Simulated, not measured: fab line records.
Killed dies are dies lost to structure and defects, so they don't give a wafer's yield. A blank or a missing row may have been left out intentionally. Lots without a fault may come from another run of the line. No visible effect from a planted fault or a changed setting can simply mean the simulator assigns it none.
Commonality check across tools | flow gf180mcu | 13 lots and 45 wafers in the sample

## WHY IT WAS OPENED
At GF_HV_LDD_TW_MEAS_38 the reading HV_LDD_3_TW is flagged on 2 of 13 lots. No-fault wafers: 1443, standard deviation 11.
Rule: a lot is flagged in two cases, either no wafer of it has a number, or all its wafers with numbers fall more than 4 standard deviations from that mean. The other lots count as sound.

lot  | measured     | on            | HV_LDD_3_TW, wafer by wafer   | flag
L231 | day 11 14:29 | film_metro-01 | 1443 1433 1434                |
L232 | day 12 03:34 | film_metro-01 | 1430 1434 1429                |
L233 | day 12 14:37 | film_metro-01 | 1425 1423 1427                |
L236 | day 13 13:24 | film_metro-03 | 1446 1448 1447                |
L237 | day 13 20:27 | film_metro-04 | 1465 1460 1461                |
L239 | day 15 07:34 | film_metro-04 | 1459 1448 1453                |
L240 | day 15 10:41 | film_metro-01 | 1429 1431 1432                |
L241 | day 15 22:49 | film_metro-01 | 1430 1428 1429                |
L243 | day 16 06:10 | film_metro-01 | 1444 1434 1437                |
L246 | day 16 20:47 | film_metro-04 | 1473 1468 1461                |
L249 | day 17 19:03 | film_metro-04 | 1459 1447 1450                |
L250 | day 18 04:16 | film_metro-01 | 1597 1596 1590 1589 1589 1594 | FLAGGED
L251 | day 18 15:27 | film_metro-01 | 1599 1594 1600 1597 1603 1611 | FLAGGED
The mean of the flagged lots' numbers is 1597, +154 from the usual (+14 standard deviations).

## EACH LOT AND THE TOOL IT RAN ON
The record keeps 1 process step preceding the reading, out of 602 steps on the route. Every cell lists first the tool, next ch and the chambers used by the sampled wafers, and last the start.
lot  | flag    | GF_HV_LDD_IMPLANT_34
L231 |         | implanter-04 ch 0, day 11 13:56
L232 |         | implanter-04 ch 0, day 12 03:01
L233 |         | implanter-01 ch 0, day 12 14:04
L236 |         | implanter-04 ch 0, day 13 12:49
L237 |         | implanter-01 ch 0, day 13 19:57
L239 |         | implanter-04 ch 0, day 15 07:01
L240 |         | implanter-01 ch 0, day 15 10:09
L241 |         | implanter-01 ch 0, day 15 22:16
L243 |         | implanter-03 ch 0, day 16 05:37
L246 |         | implanter-04 ch 0, day 16 20:15
L249 |         | implanter-04 ch 0, day 17 18:30
L250 | FLAGGED | implanter-04 ch 0, day 18 03:43
L251 | FLAGGED | implanter-04 ch 0, day 18 14:54
What these steps do:
- GF_HV_LDD_IMPLANT_34
- GF_HV_LDD_TW_MEAS_38

## FLAGGED OVER TOTAL, TOOL BY TOOL (the gauges that took the reading come last)
step                 | tool          | lots run | flagged | share of the flagged lots | sound lots run after its first flagged lot
GF_HV_LDD_IMPLANT_34 | implanter-01  | 4        | 0       | none                      | -
GF_HV_LDD_IMPLANT_34 | implanter-03  | 1        | 0       | none                      | -
GF_HV_LDD_IMPLANT_34 | implanter-04  | 8        | 2       | all                       | 0
GF_HV_LDD_TW_MEAS_38 | film_metro-01 | 8        | 2       | all                       | 0
GF_HV_LDD_TW_MEAS_38 | film_metro-03 | 1        | 0       | none                      | -
GF_HV_LDD_TW_MEAS_38 | film_metro-04 | 4        | 0       | none                      | -

## WHAT IS ALLOWED BY THE TABLE
2 rows of the table ran every flagged lot: implanter-04 at GF_HV_LDD_IMPLANT_34, film_metro-01 at GF_HV_LDD_TW_MEAS_38.
- implanter-04 at GF_HV_LDD_IMPLANT_34: 2 of its 8 lots flagged. It ran its last sound lot, L249, at day 17 18:30 and its first flagged lot, L250, at day 18 03:43: a fault with its onset between the two fits.
- film_metro-01 at GF_HV_LDD_TW_MEAS_38: 2 of its 8 lots flagged. It ran its last sound lot, L243, at day 16 06:10 and its first flagged lot, L250, at day 18 04:16: a fault with its onset between the two fits.
These 2 tools cannot be told apart by counting lots, since each of them fits a fault that started at some hour. More lots, or a look at what each step does to the wafer, might.

## WHAT WAS PUT IN BY THE SIMULATOR
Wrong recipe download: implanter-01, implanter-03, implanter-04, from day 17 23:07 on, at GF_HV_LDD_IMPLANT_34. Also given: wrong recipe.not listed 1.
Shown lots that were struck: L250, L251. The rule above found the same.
